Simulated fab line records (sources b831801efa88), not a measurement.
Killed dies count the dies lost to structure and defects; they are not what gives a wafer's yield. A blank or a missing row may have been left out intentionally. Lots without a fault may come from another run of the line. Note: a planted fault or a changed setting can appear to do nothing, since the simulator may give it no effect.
Problem report in the 8D (eight disciplines) form, filled by code ; flow sky130 ; the parts of the form that need people (team, actions taken, sign-off) are left out

## 1. THE PROBLEM
At SKY_LDD_N_IMPLANT_14, dose ions cm2 averages 3.530e+12 over 6 wafers from 2 lots, while fault-free wafers read 5.001e+12, standard deviation 5.4e+09. So: -99 or more standard deviations from the usual mean.
Seen first at day 20 12:38 on implanter-04, wafer L763.2. At this step, 18 wafers from 6 lots have a number in the record. By rule, "out" or "out of limits" means more than 4 standard deviations away from the usual mean. All remaining wafers that have a number are taken as sound.

## 2. WHAT IT IS, WHAT IT ISN'T
question;is;is not
which readings at this step;dose ions cm2, faraday current uA;-
which lots;L763, L765;L757, L758, L775, L779
which wafers of those lots;all that have a number;-
read on which tools;implanter-04;implanter-01, implanter-02
when;from day 20 12:38;"up to then (6 sound wafers); but 6 sound wafers of L775, L779 came after"

## 3. WHAT RULES OUT EACH SUSPECT
Counting: a tool at a process step up to the reading stays a suspect if it ran every lot that is out and no sound lot after the first of them.
- implanter-04 at SKY_LDD_N_IMPLANT_14: ruled out as a lasting fault. After its first lot that is out, L763 (day 20 12:38), sound lots L775 ran on it.
Left after counting: nothing in the record.

## 4. THE CAUSE (what the simulator had put in)
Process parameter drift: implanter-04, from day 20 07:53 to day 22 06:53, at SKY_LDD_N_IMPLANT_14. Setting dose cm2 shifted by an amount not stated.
Counting ruled it out, wrongly.

## 5. THE EFFECT CHAIN, in route order
One row per reading whose mean, taken over the struck wafers that have a number, lies over 3 standard deviations from the usual. Readings are gone through only where the record gives a usual standard deviation; hours: the median, over the lots, of the time from a lot's start at the first step in this table giving one to that lot's start at this step; sigmas: the change measured in usual standard deviations.
hours;step;reading;usual;on struck wafers;change;sigmas
0;SKY_LDD_N_IMPLANT_14;dose ions cm2;5.001e+12;3.530e+12;-1.471e+12;-99 or more
0;SKY_LDD_N_IMPLANT_14;faraday current uA;28.1;19.5;-8.6;-16
Its process steps:
- SKY_LDD_N_IMPLANT_14

## 6. WHAT WOULD HAVE CAUGHT IT SOONER
The fault began at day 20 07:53; the first out-of-limits reading in this record came at day 20 12:38, 5 hours later.
